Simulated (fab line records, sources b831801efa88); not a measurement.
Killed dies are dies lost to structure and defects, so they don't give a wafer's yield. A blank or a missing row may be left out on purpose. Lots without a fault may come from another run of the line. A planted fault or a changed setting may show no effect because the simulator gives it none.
Problem report in the 8D (eight disciplines) form, filled by code | flow sky130 | the parts of the form that need people (team, actions taken, sign-off) are left out

1. THE PROBLEM
VIA4_HDPCVD_THK at SKY_VIA4_THK_MEAS_01 reads a mean of 2622 nm on 6 wafers of 2 lots; wafers without a fault read 1743 nm with a standard deviation of 24. That is +37 standard deviations from the usual mean.
First seen on wafer L937.2, day 44 17:23, on film_metro-01. The record holds 36 wafers of 12 lots with a number at this step. Rule for "out", or "out of limits": more than 4 standard deviations from the usual mean. The other wafers with a number count as sound.

2. WHAT IT IS AND WHAT IT IS NOT
question                    | is                           | is not
which readings at this step | VIA4_HDPCVD_THK              | -
which lots                  | L937, L941                   | L928, L929, L932, L933, L934, L935, L942, L944, L946, L949
which wafers of those lots  | all that have a number       | -
read on which gauges        | film_metro-01, film_metro-03 | film_metro-02
when                        | from day 44 17:23            | up to then (18 sound wafers); but 12 sound wafers of L942, L944, L946, L949 came after

3. SUSPECTS, AND WHAT RULES EACH OUT
Counting: a tool at a process step up to the reading stays a suspect if it ran every lot that is out and no sound lot after the first of them.
- the gauge at SKY_VIA4_THK_MEAS_01: ruled out. The wafers that are out were read on 2 gauges (film_metro-01, film_metro-03).
- hdpcvd-01 at SKY_VIA4_HDPCVD_00 (deposits SiO2, target thk 1750 nm, time 291.7 s): kept. It ran every lot that is out, first L937 (day 44 17:12), and no sound lot after that; its last sound lot up to then is L932 (day 43 15:37). Its own readings are out on those wafers: sih4_flow_sccm.
Left after counting: hdpcvd-01 at SKY_VIA4_HDPCVD_00.

4. THE CAUSE (what the simulator had put in)
Process parameter drift: hdpcvd-01, from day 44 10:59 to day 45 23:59, at SKY_VIA4_HDPCVD_00. Setting sih4_flow_sccm, moved by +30, from 60. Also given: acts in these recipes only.
Counting left only this tool.

5. THE CHAIN OF EFFECTS, in route order
Each row: a reading whose mean over the struck wafers that have a number lies more than 3 standard deviations from the usual. Only readings for which the record gives a usual standard deviation are gone through. hours: the time from each lot's start at the first step in this table that gives one to its start at this step, as a median over the lots. sigmas: the change in usual standard deviations.
hours | step                 | reading         | usual      | on struck wafers | change | sigmas
0     | SKY_VIA4_HDPCVD_00   | sih4_flow_sccm  | 60.00 sccm | 90.05            | +30.05 | +99 or more
0     | SKY_VIA4_THK_MEAS_01 | VIA4_HDPCVD_THK | 1743 nm    | 2622             | +878   | +37
The process steps in it:
- SKY_VIA4_HDPCVD_00: deposits SiO2, target thk 1750 nm, time 291.7 s.
Later measuring or inspecting steps at which every struck wafer that the step has a row for has a number for every such reading, and none has moved that far: SKY_VIA4_RS_MEAS_19.

6. WHAT WOULD HAVE CAUGHT IT SOONER
In this record the first reading out of limits at a measuring or inspecting step was taken at day 44 17:23, 6 hours after the fault began at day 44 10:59.
The tool's own readings at SKY_VIA4_HDPCVD_00 were out on every struck wafer that the step has a row for (sih4_flow_sccm): an alarm limit on them would have fired on the first of those.
Of the lots that are out (2), L941 began SKY_VIA4_HDPCVD_00 on hdpcvd-01 after day 44 17:23. A hold on the tool at that time would have spared it.
